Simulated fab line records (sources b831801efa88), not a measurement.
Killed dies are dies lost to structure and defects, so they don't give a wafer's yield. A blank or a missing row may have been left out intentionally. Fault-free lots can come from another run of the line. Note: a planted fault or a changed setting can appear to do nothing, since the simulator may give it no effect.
Commonality check across tools | flow gf180mcu | Sample size 12 lots and 36 wafers

## REASON FOR OPENING
GF_VT_IMPLANT_RS_MEAS_49, reading MVPSD_RS: flagged on 2 of 12 lots. Wafers without a fault read 1169 ohm/sq, standard deviation 3.
Rule: a lot is flagged when every wafer of it that has a number lies more than 4 standard deviations from that mean, or none has a number. All remaining lots are regarded as sound.

lot  | measured     | on            | MVPSD_RS (ohm/sq), wafer by wafer | flag
L260 | day 7 13:23  | film_metro-02 | 1167 1169 1169                    |
L261 | day 7 23:38  | film_metro-02 | 1170 1169 1172                    |
L262 | day 8 02:20  | film_metro-02 | 1165 1169 1169                    |
L263 | day 8 07:13  | film_metro-02 | 1168 1174 1172                    |
L264 | day 8 11:51  | film_metro-04 | 1165 1170 1167                    |
L265 | day 8 18:08  | film_metro-02 | 1170 1171 1168                    |
L268 | day 9 08:55  | film_metro-04 | 1171 1167 1168                    |
L269 | day 9 15:26  | film_metro-04 | 1170 1172 1169                    |
L275 | day 11 06:10 | film_metro-01 | 1107 1109 1109                    | FLAGGED
L277 | day 11 17:05 | film_metro-02 | 1109 1106 1105                    | FLAGGED
L280 | day 12 12:16 | film_metro-04 | 1166 1166 1164                    |
L283 | day 13 08:43 | film_metro-01 | 1170 1172 1172                    |
The numbers of the flagged lots are 1108 ohm/sq on average: -62 ohm/sq against the usual, or -20 standard deviations.

## EACH LOT AND THE TOOL IT RAN ON
2 process steps preceding the reading are held in the record, out of 602 steps in the route. Cell contents, in order: the tool; ch with the chambers the sampled wafers went through; the start.
lot  | flag    | GF_STI_STRIP_15                     | GF_MVPSD_IMPLANT_09
L260 |         | plasma_asher-03 ch 0, day 2 01:20   | implanter-02 ch 0, day 5 01:20
L261 |         | plasma_asher-01 ch 0,1, day 2 07:53 | implanter-03 ch 0, day 5 09:28
L262 |         | plasma_asher-03 ch 0,1, day 2 12:44 | implanter-03 ch 0, day 5 13:49
L263 |         | plasma_asher-03 ch 0,1, day 2 16:40 | implanter-03 ch 0, day 5 18:40
L264 |         | plasma_asher-02 ch 0,1, day 2 22:18 | implanter-02 ch 0, day 6 01:16
L265 |         | plasma_asher-01 ch 0,1, day 3 07:00 | implanter-03 ch 0, day 6 11:08
L268 |         | plasma_asher-01 ch 0,1, day 3 20:23 | implanter-02 ch 0, day 7 03:38
L269 |         | plasma_asher-02 ch 0,1, day 3 23:46 | implanter-02 ch 0, day 7 08:32
L275 | FLAGGED | plasma_asher-02 ch 0,1, day 5 07:42 | implanter-02 ch 0, day 8 11:46
L277 | FLAGGED | plasma_asher-01 ch 0,1, day 5 17:45 | implanter-02 ch 0, day 8 20:43
L280 |         | plasma_asher-02 ch 0,1, day 6 08:40 | implanter-01 ch 0, day 9 09:16
L283 |         | plasma_asher-03 ch 0,1, day 7 00:37 | implanter-01 ch 0, day 10 04:34
These steps, and what they do:
- GF_STI_STRIP_15: strips in O2/N2.
- GF_MVPSD_IMPLANT_09
- GF_VT_IMPLANT_RS_MEAS_49: measures by four-point-probe.

## FLAGGED OVER TOTAL, TOOL BY TOOL (the gauges that took the reading come last)
step                     | tool            | lots run | flagged | share of the flagged lots | sound lots run after its first flagged lot
GF_STI_STRIP_15          | plasma_asher-01 | 4        | 1       | some                      | 0
GF_STI_STRIP_15          | plasma_asher-02 | 4        | 1       | some                      | 1 (L280)
GF_STI_STRIP_15          | plasma_asher-03 | 4        | 0       | none                      | -
GF_MVPSD_IMPLANT_09      | implanter-01    | 2        | 0       | none                      | -
GF_MVPSD_IMPLANT_09      | implanter-02    | 6        | 2       | all                       | 0
GF_MVPSD_IMPLANT_09      | implanter-03    | 4        | 0       | none                      | -
GF_VT_IMPLANT_RS_MEAS_49 | film_metro-01   | 2        | 1       | some                      | 1 (L283)
GF_VT_IMPLANT_RS_MEAS_49 | film_metro-02   | 6        | 1       | some                      | 0
GF_VT_IMPLANT_RS_MEAS_49 | film_metro-04   | 4        | 0       | none                      | -

## WHAT THE TABLE PERMITS
Rows of the table that ran each flagged lot: 1, that is implanter-02 at GF_MVPSD_IMPLANT_09.
- implanter-02 at GF_MVPSD_IMPLANT_09 ran 6 lots, 2 of them flagged. Last sound lot L269 at day 7 08:32, first flagged lot L275 at day 8 11:46; a fault beginning in between fits. Its own readings (dose_ions_cm2, faraday_current_uA) fall more than 4 standard deviations out on all wafers of the flagged lots.
One tool is left: implanter-02 at GF_MVPSD_IMPLANT_09.

## WHAT THE SIMULATOR HAD INSERTED
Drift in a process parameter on implanter-02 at GF_MVPSD_IMPLANT_09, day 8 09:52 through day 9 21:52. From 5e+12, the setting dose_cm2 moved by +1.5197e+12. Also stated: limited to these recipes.
Shown lots that were struck: L275, L277. The rule given above showed the same thing.
